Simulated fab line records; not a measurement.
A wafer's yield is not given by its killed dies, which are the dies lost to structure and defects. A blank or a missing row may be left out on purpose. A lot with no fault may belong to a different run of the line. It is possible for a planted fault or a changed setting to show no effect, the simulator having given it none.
Comparing a struck lot with a sound one    flow sky130    20 steps out of a route of 708
Sound: wafers L612.1, L612.4, L612.6. Struck: wafer L604.1; the same lot's L604.4 was not struck, so it is left out; see the end for the cause.
At each step with rows: each side's tool, then ch and its chambers, then its first start. Under that, the readings that differ: sound wafers    struck wafers    difference of the means    sigmas: that difference in standard deviations of wafers without a fault.
alike: readings with means less than 2 such deviations apart, plus words and numbers identical on both sides. not compared: withheld readings, readings lacking a value on some wafer, bounds such as >300 that could conceal the same value, and numbers that have no deviation in the record and whose values overlap.
The two part at a step that has a row with sigmas, a row that says differs or no value, or rows on one side only. Numbers that have no deviation but don't overlap get no sigmas and don't part them. Lack of a reading on every wafer of one side parts them only where that side has two or more wafers.

SKY_SONOS_TUNNEL_TW_MEAS_12:
  sound on film metro-02, day 17 21:07; struck on film metro-03, day 15 09:28
  alike: SONOS_TUNNEL_TW
then, 2 steps without rows for these wafers: SKY_SONOS_TUNNEL_CLEAN_13 (cleans in dHF, time 20 s); SKY_SONOS_ONO_OXIDATION_00 (stabilise 600 s, purge 300 s, target thk 2.6 nm).
SKY_SONOS_ONO_THK_MEAS_01:
  sound on film metro-02, day 17 23:19; struck on film metro-04, day 15 11:25
  alike: SONOS_ONO_OXIDATION_THK
then, 1 step without rows for these wafers: SKY_SONOS_ONO_CVD_02 (deposits Si3N4 from DCS/NH3, target thk 10.5 nm, time 180 s).
SKY_SONOS_ONO_THK_MEAS_03:
  sound on film metro-01, day 18 02:53; struck on film metro-01, day 15 17:09
  alike: SONOS_ONO_CVD_02_THK
then, 1 step without rows for these wafers: SKY_SONOS_ONO_CVD_04 (deposits SiO2 from SiH4/N2O, target thk 5.7199 nm).
SKY_SONOS_ONO_THK_MEAS_05:
  sound on film metro-02, day 18 04:12; struck on film metro-04, day 15 18:28
  alike: SONOS_ONO_CVD_04_THK
then, 4 steps without rows for these wafers: SKY_SONOS_ONO_DEHYDRATE_06 (time 60 s); SKY_SONOS_ONO_HMDS_07 (prime time 60 s); SKY_SONOS_ONO_COAT_08 (resist thk 1140 nm); SKY_SONOS_ONO_SOFTBAKE_09 (time 60 s).
SKY_SONOS_ONO_EXPOSE_10: exposes mask ONOM, target cd 410 nm.
  sound on iline stepper-01 ch 0, day 18 19:40; struck on iline stepper-01 ch 0, day 16 08:44
  alike: mask
then, 2 steps without rows for these wafers: SKY_SONOS_ONO_PEB_11; SKY_SONOS_ONO_DEVELOP_12 (develop time 60 s).
SKY_SONOS_ONO_CD_MEAS_13: target cd 410 nm.
  sound on cd sem-01, day 19 11:23; struck on cd sem-01, day 16 22:05
reading     sound              struck  difference  sigmas
cd nm (nm)  411.1 414.0 414.1  395.4   -17.7       -7
SKY_SONOS_ONO_OVL_MEAS_14:
  sound on overlay-02, day 19 11:31; struck on overlay-02, day 16 22:13
  alike: SONOS_ONO_OVL
SKY_SONOS_ONO_ETCH_15: etches the open film in CHF3/O2, target depth 19.52 nm, time 7.8 s.
  sound on rie diel-02 ch 0,2,3, day 19 11:32; struck on rie diel-04 ch 0, day 16 22:14
reading                     sound            struck  difference  sigmas
model.SONOS_ONO.cd nm (nm)  411 413.4 414.2  395.5   -17.4       
  alike: drypump motor current A, oes product au, throttle valve pct
  not compared: rf hours counter h
then, 2 steps without rows for these wafers: SKY_SONOS_ONO_WET_ETCH_16 (etches SiO2 in dHF, target depth 14 nm, time 280 s); SKY_PAD_OPEN_PROBE_99.

WHERE THEY PART
SKY_SONOS_ONO_CD_MEAS_13 only, going by this record. Later steps at which nothing parts them and some readings are alike: SKY_SONOS_ONO_OVL_MEAS_14, SKY_SONOS_ONO_ETCH_15.

WHY: whatever the simulator had introduced
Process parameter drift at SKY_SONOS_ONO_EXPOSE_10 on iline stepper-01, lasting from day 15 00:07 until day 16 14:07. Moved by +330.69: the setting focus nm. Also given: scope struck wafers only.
